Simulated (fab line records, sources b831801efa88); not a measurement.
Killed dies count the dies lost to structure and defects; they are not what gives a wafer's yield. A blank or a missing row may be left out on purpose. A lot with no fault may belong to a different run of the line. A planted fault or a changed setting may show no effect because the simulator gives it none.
Shared-tool check + flow sky130 + Lots sampled 14, wafers sampled 42

## WHY THIS WAS OPENED
Of 14 lots, 2 have the reading VT_ADJUST_NCORE_TW flagged at SKY_VT_ADJUST_NCORE_TW_MEAS_11. Fault-free wafers read 217.0, with a standard deviation of 1.6.
Rule: a lot is flagged in two cases, either no wafer of it has a number, or all its wafers with numbers fall more than 4 standard deviations from that mean. The other lots count as sound.

| lot  | measured     | on           | VT_ADJUST_NCORE_TW, wafer by wafer | flag    |
|------|--------------|--------------|------------------------------------|---------|
| L824 | day 8 14:45  | filmMetro-01 | 216.1 216.5 215.6                  |         |
| L825 | day 8 18:05  | filmMetro-03 | 217.8 216.4 217.0                  |         |
| L826 | day 9 02:55  | filmMetro-03 | 215.2 215.1 215.1                  |         |
| L827 | day 9 08:48  | filmMetro-03 | 215.0 215.2 216.4                  |         |
| L828 | day 9 15:04  | filmMetro-03 | 214.9 216.2 213.8                  |         |
| L829 | day 10 00:09 | filmMetro-01 | 216.9 217.1 218.1                  |         |
| L831 | day 10 17:35 | filmMetro-03 | 217.9 217.4 217.9                  |         |
| L832 | day 10 23:04 | filmMetro-01 | 216.8 217.7 218.4                  |         |
| L841 | day 13 14:16 | filmMetro-03 | 29.5 29.8 29.5                     | FLAGGED |
| L842 | day 13 21:16 | filmMetro-03 | 29.5 29.6 29.5                     | FLAGGED |
| L844 | day 14 18:08 | filmMetro-01 | 217.0 216.6 215.7                  |         |
| L845 | day 15 01:34 | filmMetro-03 | 216.9 216.1 216.5                  |         |
| L846 | day 15 10:37 | filmMetro-01 | 218.0 216.8 217.3                  |         |
| L847 | day 15 13:10 | filmMetro-01 | 217.7 217.3 218.0                  |         |
The numbers of the flagged lots are 29.6 on average: -187.4 against the usual, or -99 or more standard deviations.

## WHICH TOOL EACH LOT WENT THROUGH
The record holds 1 process step before the reading, out of a route of 708 steps. In each cell: the tool, then ch and the chambers that the sampled wafers went through, then the start.
| lot  | flag    | SKY_VT_ADJUST_NCORE_IMPLANT_09  |
|------|---------|---------------------------------|
| L824 |         | implanter-01 ch 0, day 8 14:32  |
| L825 |         | implanter-01 ch 0, day 8 17:51  |
| L826 |         | implanter-03 ch 0, day 9 02:40  |
| L827 |         | implanter-03 ch 0, day 9 08:33  |
| L828 |         | implanter-03 ch 0, day 9 14:50  |
| L829 |         | implanter-02 ch 0, day 9 23:54  |
| L831 |         | implanter-01 ch 0, day 10 17:20 |
| L832 |         | implanter-02 ch 0, day 10 22:49 |
| L841 | FLAGGED | implanter-03, day 13 14:02      |
| L842 | FLAGGED | implanter-03, day 13 21:03      |
| L844 |         | implanter-01 ch 0, day 14 17:55 |
| L845 |         | implanter-03 ch 0, day 15 01:20 |
| L846 |         | implanter-01 ch 0, day 15 10:24 |
| L847 |         | implanter-02 ch 0, day 15 12:56 |
What the steps here do:
- SKY_VT_ADJUST_NCORE_IMPLANT_09
- SKY_VT_ADJUST_NCORE_TW_MEAS_11

## FLAGGED OVER TOTAL, TOOL BY TOOL (the gauges that took the reading come last)
| step                           | tool         | lots run | flagged | share of the flagged lots | sound lots run after its first flagged lot |
|--------------------------------|--------------|----------|---------|---------------------------|--------------------------------------------|
| SKY_VT_ADJUST_NCORE_IMPLANT_09 | implanter-01 | 5        | 0       | none                      | -                                          |
| SKY_VT_ADJUST_NCORE_IMPLANT_09 | implanter-02 | 3        | 0       | none                      | -                                          |
| SKY_VT_ADJUST_NCORE_IMPLANT_09 | implanter-03 | 6        | 2       | all                       | 1 (L845)                                   |
| SKY_VT_ADJUST_NCORE_TW_MEAS_11 | filmMetro-01 | 6        | 0       | none                      | -                                          |
| SKY_VT_ADJUST_NCORE_TW_MEAS_11 | filmMetro-03 | 8        | 2       | all                       | 1 (L845)                                   |

## THE TABLE: WHAT IT ALLOWS
Table rows that saw every flagged lot: 2, namely implanter-03 at SKY_VT_ADJUST_NCORE_IMPLANT_09 and filmMetro-03 at SKY_VT_ADJUST_NCORE_TW_MEAS_11.
- implanter-03 at SKY_VT_ADJUST_NCORE_IMPLANT_09: 2 of its 6 lots flagged. Sound lots ran on it after the first flagged one (L845), which a lasting fault on the whole tool wouldn't allow. On the flagged lots its readings are blank where sound lots have values: beamEnergyKeV, beamOnS, faradayCurrentUA.
- filmMetro-03 at SKY_VT_ADJUST_NCORE_TW_MEAS_11: 2 of its 8 lots flagged. Sound lots ran on it after the first flagged one (L845), which a lasting fault on the whole tool wouldn't allow.
No row of the table ran every flagged lot and no sound lot after the first.

## WHAT HAD BEEN PUT IN BY THE SIMULATOR
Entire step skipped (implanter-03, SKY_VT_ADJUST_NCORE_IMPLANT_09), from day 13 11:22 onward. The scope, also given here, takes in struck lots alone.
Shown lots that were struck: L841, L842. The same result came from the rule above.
